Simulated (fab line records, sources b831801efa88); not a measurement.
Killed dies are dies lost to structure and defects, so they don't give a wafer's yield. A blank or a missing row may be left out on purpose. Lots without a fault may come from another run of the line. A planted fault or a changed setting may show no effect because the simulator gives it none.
Problem report in the 8D (eight disciplines) form, filled by code | flow gf180mcu | the parts of the form that need people (team, actions taken, sign-off) are left out

1. THE PROBLEM
V3_CVD_02_THK at GF_V3_THK_MEAS_03 reads a mean of 329 nm on 4 wafers of 3 lots; wafers without a fault read 850 nm with a standard deviation of 11. That is -47 standard deviations from the usual mean.
First seen on wafer L137.5, day 25 17:43, on film_metro-03. The record holds 36 wafers of 12 lots with a number at this step. Rule for "out", or "out of limits": more than 4 standard deviations from the usual mean. The other wafers with a number count as sound.

2. WHAT IT IS AND WHAT IT IS NOT
question                    | is                             | is not
which readings at this step | V3_CVD_02_THK                  | -
which lots                  | L137, L138, L139               | L127, L136, L141, L142, L143, L144, L145, L147, L149
which wafers of those lots  | L137.5, L138.3, L138.6, L139.6 | L137.1, L137.2, L138.5, L139.3, L139.5
read on which gauges        | film_metro-01, film_metro-03   | film_metro-02
when                        | from day 25 17:43              | up to then (8 sound wafers); but 24 sound wafers of L138, L139, L141, L142, L143, L144, L145, L147, L149 came after

3. SUSPECTS, AND WHAT RULES EACH OUT
Counting: a tool at a process step up to the reading stays a suspect if it ran every lot that is out. Sound lots after the first of them don't rule it out here, since some wafers of a struck lot are sound.
- the gauge at GF_V3_THK_MEAS_03: ruled out. The wafers that are out were read on 2 gauges (film_metro-01, film_metro-03).
- pecvd-02 at GF_V3_CVD_02 (deposits SiO2 from TEOS, target thk 850 nm, time 94.851 s): kept. It ran every lot that is out, first L137 (day 25 17:39); its last sound lot up to then is L136 (day 25 09:46). Its own readings are out on those wafers: run_length_s.
- Within pecvd-02 at GF_V3_CVD_02: the wafers that are out ran in chamber 0; their sound lot-mates ran in chambers 1, 2.
Left after counting: pecvd-02 at GF_V3_CVD_02.

4. THE CAUSE (what the simulator had put in)
Process parameter drift: pecvd-02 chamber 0, from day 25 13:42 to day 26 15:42, at GF_V3_CVD_02. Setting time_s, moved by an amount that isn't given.
Counting left only this tool.

5. THE CHAIN OF EFFECTS, in route order
Each row: a reading whose mean over the struck wafers that have a number lies more than 3 standard deviations from the usual. Only readings for which the record gives a usual standard deviation are gone through. hours: the time from each lot's start at the first step in this table that gives one to its start at this step, as a median over the lots. sigmas: the change in usual standard deviations.
hours | step              | reading            | usual      | on struck wafers | change | sigmas
0     | GF_V3_CVD_02      | run_length_s       | 122.6 s    | 64.0             | -58.5  | -99 or more
0     | GF_V3_THK_MEAS_03 | V3_CVD_02_THK      | 850 nm     | 329              | -521   | -47
0     | GF_V3_CMP_04      | time_to_endpoint_s | 80 s       | 14               | -66    | -13
-     | GF_V3_ETCH_17     | oes_product_au     | 0.856 a.u. | 0.628            | -0.228 | -45
The process steps in it:
- GF_V3_CVD_02: deposits SiO2 from TEOS, target thk 850 nm, time 94.851 s.
- GF_V3_CMP_04: polishes SiO2.
- GF_V3_ETCH_17: etches SiO2 in C4F8/O2/Ar, stops on TiN, target depth 635 nm.

6. WHAT WOULD HAVE CAUGHT IT SOONER
In this record the first reading out of limits at a measuring or inspecting step was taken at day 25 17:43, 4 hours after the fault began at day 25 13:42.
The tool's own readings at GF_V3_CVD_02 were out on every struck wafer that the step has a row for (run_length_s): an alarm limit on them would have fired on the first of those.
Of the lots that are out (3), L138, L139 began GF_V3_CVD_02 on pecvd-02 after day 25 17:43. A hold on the tool at that time would have spared those 2.
